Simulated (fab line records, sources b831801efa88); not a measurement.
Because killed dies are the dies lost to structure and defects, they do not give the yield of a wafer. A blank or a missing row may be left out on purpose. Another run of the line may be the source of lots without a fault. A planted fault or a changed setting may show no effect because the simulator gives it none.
Chamber matching    flow gf180mcu    3 sister chambers for GF_V3_CVD_00 on hdpcvd-02
The step deposits SiO2, target thk 600 nm, time 100 s. 3 wafers are shown with their chamber, then 7 later ones without.

## WAFERS WITH THEIR CHAMBER
wafer   chamber  susceptorTempC (C)
L080.2  2        400.30
L081.1  1        399.92
L081.2  0        399.53

## WAFERS MISSING THEIR CHAMBER
wafer   susceptorTempC (C)
L081.3  400.45
L085.2  399.84
L085.3  399.56
L085.6  399.71
L093.2  399.66
L093.3  400.04
L093.5  399.72

## CHAMBER TAKEN BY EACH
wafer   from the rows above      in truth
L081.3  2                        2
L085.2  can't be placed: 1 or 0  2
L085.3  0                        0
L085.6  can't be placed: 0 or 1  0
L093.2  can't be placed: 0 or 1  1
L093.3  can't be placed: 1 or 2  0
L093.5  can't be placed: 0 or 1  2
Correct placement for 2 of the 7. Cannot be placed on the basis of these rows: 5; the candidates contain the true chamber in 2. Wrongly placed: 0.
How it was worked out, from the rows above alone: a wafer's distance from a chamber is the root of the sum, over the readings, of the square of ((its reading less the chamber's mean) divided by the reading's scatter). If the next closest chamber is less than 2 further off than the closest, the wafer can't be placed; otherwise it belongs to the closest. The mean given for a chamber averages the wafers shown for that chamber. The scatter: root of mean squared gap, hidden wafer to nearest shown wafer, with one shown wafer a chamber.
